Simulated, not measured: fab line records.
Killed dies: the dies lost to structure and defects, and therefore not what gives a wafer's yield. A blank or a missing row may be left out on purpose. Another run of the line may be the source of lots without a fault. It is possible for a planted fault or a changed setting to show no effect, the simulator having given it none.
Which tool did it?    flow gf180mcu    13 lots with 39 wafers sampled at 4 steps, on a route of 602 steps

## WHAT THE GAUGES SHOWED, per wafer
GF_HV_LDD_CD_MEAS_07: the cd target is 400 nm. Usual: cd_nm 399.8 nm, standard deviation 1.9.
lot   measured      on         cd_nm (nm)         flag
L592  day 10 00:01  cd_sem-02  403.0 398.1 399.8  
L593  day 10 10:32  cd_sem-02  398.2 398.1 398.9  
L594  day 10 14:58  cd_sem-02  402.3 398.6 400.9  
L595  day 11 05:22  cd_sem-02  402.8 403.8 402.4  
L597  day 11 14:59  cd_sem-02  400.5 401.4 400.2  
L598  day 11 23:16  cd_sem-01  395.7 397.7 396.6  
L599  day 12 02:08  cd_sem-02  399.6 399.1 399.4  
L607  day 14 11:54  cd_sem-01  321.0 320.8 321.1  OFF
L610  day 15 21:47  cd_sem-01  399.1 396.6 398.8  
L612  day 16 04:32  cd_sem-02  401.0 400.7 401.7  
L613  day 16 11:33  cd_sem-01  399.2 399.6 397.6  
L614  day 16 20:51  cd_sem-02  401.1 401.6 400.3  
L615  day 17 02:19  cd_sem-02  401.9 400.1 400.0  

GF_V4_OVL_MEAS_15. Usual: V4_OVL typically reads 0 nm, with standard deviation 5.4.
lot   measured      on          V4_OVL (nm)  flag
L592  day 24 10:44  overlay-01  2 -9 -2      
L593  day 24 18:43  overlay-01  1 -7 0       
L594  day 25 03:33  overlay-01  0 -2 -4      
L595  day 25 16:14  overlay-02  0 -1 -8      
L597  day 26 05:51  overlay-02  -4 -6 -4     
L598  day 26 13:11  overlay-02  7 -2 3       
L599  day 26 16:54  overlay-02  4 -10 -10    
L607  day 29 03:59  overlay-02  0 6 2        
L610  day 30 10:53  overlay-01  -3 1 4       
L612  day 30 17:52  overlay-01  2 -7 1       
L613  day 30 19:20  overlay-02  5 13 7       
L614  day 31 03:23  overlay-02  7 3 1        
L615  day 31 09:47  overlay-02  -4 -3 -5     

## TOOL THAT RAN EACH LOT (tool first, then ch and the chambers of the sampled wafers, then the start)
lot   GF_HV_LDD_EXPOSE_04                  GF_M4_METAL_ETCH_16
L592  iline_stepper-01 ch 0, day 9 15:35   rie_metal-04 ch 0,1, day 23 10:49
L593  iline_stepper-02 ch 0, day 10 01:28  rie_metal-04 ch 0,1, day 23 19:17
L594  iline_stepper-02 ch 0, day 10 06:17  rie_metal-04 ch 0,1, day 24 03:50
L595  iline_stepper-02 ch 0, day 10 20:05  rie_metal-01 ch 0,1, day 24 17:32
L597  iline_stepper-02 ch 0, day 11 05:53  rie_metal-01 ch 0,1, day 25 06:25
L598  iline_stepper-01 ch 0, day 11 13:35  rie_metal-01 ch 0,1, day 25 15:26
L599  iline_stepper-02 ch 0, day 11 16:28  rie_metal-02 ch 0,1, day 25 19:29
L607  iline_stepper-02 ch 0, day 14 01:36  rie_metal-04 ch 0,1, day 28 07:20
L610  iline_stepper-02 ch 0, day 15 10:40  rie_metal-02 ch 0,1, day 29 14:26
L612  iline_stepper-02 ch 0, day 15 18:23  rie_metal-04 ch 1, day 29 22:04
L613  iline_stepper-02 ch 0, day 16 00:17  rie_metal-02 ch 0,1, day 29 23:41
L614  iline_stepper-02 ch 0, day 16 09:41  rie_metal-02 ch 0,1, day 30 07:47
L615  iline_stepper-02 ch 0, day 16 15:34  rie_metal-04 ch 0,1, day 30 14:32
- GF_HV_LDD_EXPOSE_04: exposes mask Nplus LV AREA, target cd 400 nm.
- GF_M4_METAL_ETCH_16: etches the open film in Cl2/BCl3, stops on SiO2, target depth 750.8 nm, time 125.1 s.

## WHAT THE TOOLS THEMSELVES READ (means of the sampled wafers that have a number; where no wafer has one, the mark that the record gives instead)
GF_HV_LDD_EXPOSE_04. Usual: reticle_temp_C 23.02 C, standard deviation 0.1.
lot   tool              reticle_temp_C (C)  flag
L592  iline_stepper-01  23.24               
L593  iline_stepper-02  23.08               
L594  iline_stepper-02  23.07               
L595  iline_stepper-02  22.89               
L597  iline_stepper-02  23.19               
L598  iline_stepper-01  23.01               
L599  iline_stepper-02  22.86               
L607  iline_stepper-02  23.01               
L610  iline_stepper-02  23.17               
L612  iline_stepper-02  23.04               
L613  iline_stepper-02  22.94               
L614  iline_stepper-02  23.05               
L615  iline_stepper-02  23.04               

GF_M4_METAL_ETCH_16. Usual: drypump_motor_current_A 5.3 A, standard deviation 0.4; oes_product_au 0.991 a.u., standard deviation 0.0053; throttle_valve_pct 28.227 %, standard deviation 0.0098.
lot   tool          drypump_motor_current_A (A)  oes_product_au (a.u.)  throttle_valve_pct (%)  flag
L592  rie_metal-04  5.5                          0.991                  28.227                  
L593  rie_metal-04  5.5                          0.989                  28.243                  
L594  rie_metal-04  5.7                          0.987                  28.227                  
L595  rie_metal-01  5.6                          0.994                  28.219                  
L597  rie_metal-01  5.6                          0.991                  28.230                  
L598  rie_metal-01  5.3                          0.991                  28.229                  
L599  rie_metal-02  5.0                          0.985                  28.238                  
L607  rie_metal-04  5.5                          0.987                  28.225                  
L610  rie_metal-02  4.9                          0.990                  28.228                  
L612  rie_metal-04  5.4                          0.993                  28.227                  
L613  rie_metal-02  5.0                          0.993                  28.228                  
L614  rie_metal-02  5.0                          0.990                  28.226                  
L615  rie_metal-04  5.5                          0.996                  28.225                  

## THE ANSWER, worked out from the rows above alone
Rule: lot off if the mean of its wafers having a number is beyond 3 standard deviations from the usual mean. Also off: a lot with no number at a reading for which 4 or more lots have one. Any other lot the step has rows for is counted as sound. The gauges are gone through in route order, then the tools' own readings, and for those a lot's mean is taken as printed above. At the first step where some lot is off, the reading lying furthest off is the one used; lots without a number count as furthest.
Off: L607 (GF_HV_LDD_CD_MEAS_07, cd_nm).
If a tool, at a process step before that reading, ran all the lots that are off and no sound lot after the first of them, it fits. Those tools and the gauges at GF_HV_LDD_CD_MEAS_07 are tried in the same way. No candidate that was tried fits.

## WHAT THE SIMULATOR HAD INSERTED
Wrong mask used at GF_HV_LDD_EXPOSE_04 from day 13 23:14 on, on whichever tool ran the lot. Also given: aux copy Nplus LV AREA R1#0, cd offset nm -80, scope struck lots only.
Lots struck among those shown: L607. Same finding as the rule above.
